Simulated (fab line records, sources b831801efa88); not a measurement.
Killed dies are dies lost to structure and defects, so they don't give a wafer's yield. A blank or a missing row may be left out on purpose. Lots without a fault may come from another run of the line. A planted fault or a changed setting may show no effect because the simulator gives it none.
A struck lot beside a sound one | flow sky130 | 14 steps out of a route of 708
Sound: wafers L104.2, L104.4, L104.5. Struck: wafer L109.5. (L109.6 of the same lot was not struck and is left out.) The cause comes at the end.
At each step with rows: each side's tool, then ch and its chambers, then its first start. Under that, the readings that differ: sound wafers | struck wafers | difference of the means | sigmas: that difference in standard deviations of wafers without a fault.
alike: readings whose means differ by less than 2 such deviations, and words and numbers that are the same on both sides. not compared: withheld readings, readings that some wafer has no value for, bounds like >300 that may hide the same value, and numbers for which the record gives no deviation and whose values overlap.
The two part at a step that has a row with sigmas, a row that says differs or no value, or rows on one side only. Numbers that don't overlap but have no deviation are shown without sigmas and don't part them. A reading that every wafer of one side lacks parts them only if that side has two wafers or more.

first, 5 steps without rows for these wafers: SKY_LI_CONTACT_COAT_07 (resist thk 450 nm); SKY_LI_CONTACT_SOFTBAKE_08 (time 90 s); SKY_LI_CONTACT_EXPOSE_09 (exposes mask LICM1, target cd 170 nm); SKY_LI_CONTACT_PEB_10; SKY_LI_CONTACT_DEVELOP_11 (develop time 60 s).
SKY_LI_CONTACT_CD_MEAS_12: target cd 170 nm.
  sound on cd_sem-02, day 29 17:38; struck on cd_sem-02, day 31 05:22
  reading    | sound             | struck | difference | sigmas
  cd_nm (nm) | 171.7 171.6 172.6 | 168.7  | -3.3       | -3
SKY_LI_CONTACT_OVL_MEAS_13:
  sound on overlay-01, day 29 17:44; struck on overlay-01, day 31 05:26
  alike: LI_CONTACT_OVL
SKY_LI_CONTACT_ETCH_14: etches BARC in N2/H2, stops on SiO2, time 45.9 s, target depth 60 nm.
  sound on rie_diel-02 ch 1,2,3, day 29 17:46; struck on rie_diel-04 ch 2, day 31 05:28
  alike: drypump_motor_current_A, oes_product_au, throttle_valve_pct
  not compared: rf_hours_counter_h
SKY_LI_CONTACT_ETCH_15: etches PSG in C4F8/O2/Ar, stops on Si, target depth 600 nm.
  sound on rie_diel-02 ch 1,2,3, day 29 17:48; struck on rie_diel-04 ch 2, day 31 05:32
  alike: oes_product_au
SKY_LI_CONTACT_STRIP_16: strips in O2/N2.
  sound on plasma_asher-01 ch 0,1, day 29 17:53; struck on plasma_asher-01 ch 0, day 31 05:38
  alike: drypump_motor_current_A, oes_product_au, strip_time_to_endpoint_s
  not compared: rf_hours_counter_h
then, 2 steps without rows for these wafers: SKY_LI_CONTACT_CLEAN_17 (cleans in NMP, time 600 s); SKY_LI_CONTACT_PRE_CLEAN_18 (time 5.6 s).
SKY_LI_CONTACT_SPUTTER_19: material Ti, target thk 20 nm, time 106.37 s.
  sound on pvd_sputter-04, day 29 18:12; struck on pvd_sputter-04, day 31 05:55
  reading                                       | sound             | struck | difference | sigmas
  model.Ti_of_LI_CONTACT_SPUTTER_19.thk_nm (nm) | 19.76 19.85 19.76 | 22.01  | +2.22      |
  alike: throttle_valve_pct
SKY_LI_CONTACT_SPUTTER_20: material TiN, target thk 20 nm, time 80 s.
  sound on pvd_sputter-04, day 29 18:17; struck on pvd_sputter-04, day 31 05:59
  alike: throttle_valve_pct

WHERE THEY PART
Only at SKY_LI_CONTACT_CD_MEAS_12, within this record. Later steps at which nothing parts them and some readings are alike: SKY_LI_CONTACT_OVL_MEAS_13, SKY_LI_CONTACT_ETCH_14, SKY_LI_CONTACT_ETCH_15, SKY_LI_CONTACT_STRIP_16, SKY_LI_CONTACT_SPUTTER_19, SKY_LI_CONTACT_SPUTTER_20.

WHY: what the simulator had put in
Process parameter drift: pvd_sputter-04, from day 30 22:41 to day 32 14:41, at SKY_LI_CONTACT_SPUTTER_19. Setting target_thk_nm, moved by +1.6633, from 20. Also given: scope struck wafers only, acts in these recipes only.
